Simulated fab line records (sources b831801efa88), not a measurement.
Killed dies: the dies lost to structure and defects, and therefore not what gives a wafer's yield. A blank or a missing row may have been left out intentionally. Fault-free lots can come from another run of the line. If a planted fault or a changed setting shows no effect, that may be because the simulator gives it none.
What tool caused it? + flow gf180mcu + 10 lots with 30 wafers sampled at 2 steps, on a route of 602 steps

WHAT EACH GAUGE READ, for each wafer
GF_DNWELL_TW_MEAS_09.
| lot  | measured    | on            | DNWELL_TW      |
|------|-------------|---------------|----------------|
| L826 | day 2 19:49 | film-metro-04 | 1343 1345 1350 |
| L827 | day 3 00:25 | film-metro-02 | 1332 1335 1334 |
| L828 | day 3 04:17 | film-metro-01 | 1367 1372 1371 |
| L829 | day 3 10:58 | film-metro-04 | 1351 1345 1345 |
| L830 | day 3 14:34 | film-metro-02 | 1333 1336 1336 |
| L831 | day 3 21:58 | film-metro-01 | 1362 1354 1369 |
| L834 | day 4 11:46 | film-metro-01 | 1369 1363 1362 |
| L838 | day 5 09:38 | film-metro-01 | 2563 2563 2567 |
| L839 | day 5 13:56 | film-metro-01 | 2565 2572 2574 |
| L840 | day 5 19:10 | film-metro-04 | 2537 2522 2544 |

WHAT TOOL EACH LOT RAN ON (gives the tool, then ch and the chambers of the sampled wafers, and finally the start)
| lot  | GF_DNWELL_IMPLANT_07           |
|------|--------------------------------|
| L826 | implanter-03 ch 0, day 2 19:34 |
| L827 | implanter-03 ch 0, day 3 00:10 |
| L828 | implanter-01 ch 0, day 3 04:02 |
| L829 | implanter-04 ch 0, day 3 10:43 |
| L830 | implanter-01 ch 0, day 3 14:20 |
| L831 | implanter-03 ch 0, day 3 21:43 |
| L834 | implanter-03 ch 0, day 4 11:32 |
| L838 | implanter-03 ch 0, day 5 09:23 |
| L839 | implanter-01 ch 0, day 5 13:41 |
| L840 | implanter-03 ch 0, day 5 18:53 |
- GF_DNWELL_IMPLANT_07

THE ANSWER, worked out from the rows above alone
Rule: what is usual is taken from the lots themselves. Put in order of their means at a reading, lots are off if they are a third of the lots or fewer, leave a main group of 4 or more, and stand apart from it by a gap of 3 or more times the standard deviation of the main group's means; of several such gaps the widest counts. Not used: any main group whose means are identical at the precision the tables above print for the reading. Also off: a lot with no number at a reading for which 4 or more lots have one. The other lots that the step has rows for count as sound.
Off: at GF_DNWELL_TW_MEAS_09 (DNWELL_TW), L838, L839, L840. For the main group the mean is 1351 and the standard deviation 13.
If a tool, at a process step before that reading, ran all the lots that are off and no sound lot after the first of them, it fits. Gauges at GF_DNWELL_TW_MEAS_09: tried the same way as those tools. Of those tried, none fits.

WHAT THE SIMULATOR HAD INSERTED
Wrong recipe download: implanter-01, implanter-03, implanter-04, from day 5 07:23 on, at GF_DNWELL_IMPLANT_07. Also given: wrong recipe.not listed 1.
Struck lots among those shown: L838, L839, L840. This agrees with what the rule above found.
